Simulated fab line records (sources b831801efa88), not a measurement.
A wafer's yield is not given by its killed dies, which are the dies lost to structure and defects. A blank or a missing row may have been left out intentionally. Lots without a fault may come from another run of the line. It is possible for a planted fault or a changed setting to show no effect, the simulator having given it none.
Which tool did it? ; flow sky130 ; 12 lots (36 wafers sampled), 1 step of a 708-step route

## WHAT THE GAUGES SHOWED, per wafer
SKY_VT_ADJUST_HVTR_OVL_MEAS_08.
lot;measured;on;VT_ADJUST_HVTR_OVL (nm)
L075;day 9 17:41;overlay-02;2.1 2.1 1.5
L077;day 10 08:51;overlay-01;-2.7 -2.6 -1.4
L079;day 10 21:47;overlay-01;0.0 -2.0 0.7
L081;day 11 13:14;overlay-01;1.7 -0.3 0.4
L083;day 12 08:41;overlay-01;0.2 1.0 -0.1
L085;day 12 22:26;overlay-01;-0.4 -0.4 -2.0
L087;day 13 14:22;overlay-01;-0.4 -0.4 1.7
L089;day 14 02:05;overlay-01;2.5 1.7 3.0
L091;day 14 14:56;overlay-01;1.9 0.8 1.1
L093;day 15 07:22;overlay-01;2.1 0.5 -1.1
L095;day 15 22:14;overlay-01;0.2 -1.1 0.7
L097;day 16 11:08;overlay-01;-1.0 0.2 0.1

## TOOL THAT RAN EACH LOT (tool first, then ch and the chambers of the sampled wafers, then the start)
The record holds no process step before these readings.

## THE ANSWER, worked out from the rows above alone
Rule: usual is defined by the lots themselves. The widest of any qualifying gaps counts: lots, ordered by their means at a reading, are off when they make up no more than a third of the lots, leave a main group of 4 or more, and stand apart from it by 3 or more times the standard deviation of that group's means. The tables above print the reading to a certain number of digits; a main group whose means all agree to those digits is not used. A lot without any number at a reading at which 4 lots or more have one is off too. Any other lot the step has rows for is counted as sound.
Nothing can be told from this: no lot is off at any reading shown.

## WHAT THE SIMULATOR HAD PUT IN
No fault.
